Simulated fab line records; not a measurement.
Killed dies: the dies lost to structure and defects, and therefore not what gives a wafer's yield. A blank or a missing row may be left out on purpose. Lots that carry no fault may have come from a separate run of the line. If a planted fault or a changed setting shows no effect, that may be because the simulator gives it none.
Which tool is to blame? | flow gf180mcu | at 1 step of a route of 602, 14 lots with 42 wafers sampled

WHAT THE GAUGES READ, wafer by wafer
GF_SALICIDE_THK_MEAS_05: measures by xrf.
lot  | measured     | on            | SALICIDE_TIN_THK (nm)
L135 | day 15 10:49 | film_metro-02 | 20.18 20.01 20.02
L136 | day 15 17:46 | film_metro-02 | 20.40 20.13 20.34
L137 | day 16 04:31 | film_metro-03 | 19.39 19.42 19.82
L138 | day 16 07:31 | film_metro-04 | 19.78 19.70 20.10
L141 | day 17 01:40 | film_metro-03 | 19.81 19.71 19.80
L142 | day 17 18:41 | film_metro-04 | 19.34 19.56 19.17
L143 | day 18 04:43 | film_metro-04 | 19.74 19.84 19.84
L145 | day 18 19:35 | film_metro-02 | 20.15 20.29 20.41
L146 | day 19 03:33 | film_metro-04 | 20.14 20.15 19.95
L147 | day 19 17:13 | film_metro-03 | 19.91 20.16 20.03
L149 | day 20 12:52 | film_metro-04 | 19.69 19.92 19.80
L150 | day 20 15:37 | film_metro-04 | 19.49 19.33 19.41
L151 | day 21 03:16 | film_metro-04 | 19.91 19.73 19.82
L155 | day 22 05:20 | film_metro-04 | 19.74 19.94 19.73

WHAT TOOL EACH LOT RAN ON (gives the tool, then ch and the chambers of the sampled wafers, and finally the start)
Before these readings, the record contains no process step.

AS READ BY THE TOOLS THEMSELVES (means over the sampled wafers that have a number; for cases with no such wafer, the mark the record gives instead)
The record holds no such reading with a usual standard deviation.

THE ANSWER, worked out from the rows above alone
Rule: usual is defined by the lots themselves. The widest of any qualifying gaps counts: lots, ordered by their means at a reading, are off when they make up no more than a third of the lots, leave a main group of 4 or more, and stand apart from it by 3 or more times the standard deviation of that group's means. The tables above print the reading to a certain number of digits; a main group whose means all agree to those digits is not used. A lot without any number at a reading at which 4 lots or more have one is off too. Where the step has rows for the other lots, those lots are counted as sound. First the gauges in route order, then the tools' own readings, where a lot's mean is used as printed above. The first step at which some lot is off is used, and at that step the reading that is off furthest; a lot without a number counts as furthest.
None of the lots is off at any reading shown; this tells nothing.

WHAT THE SIMULATOR HAD INSERTED
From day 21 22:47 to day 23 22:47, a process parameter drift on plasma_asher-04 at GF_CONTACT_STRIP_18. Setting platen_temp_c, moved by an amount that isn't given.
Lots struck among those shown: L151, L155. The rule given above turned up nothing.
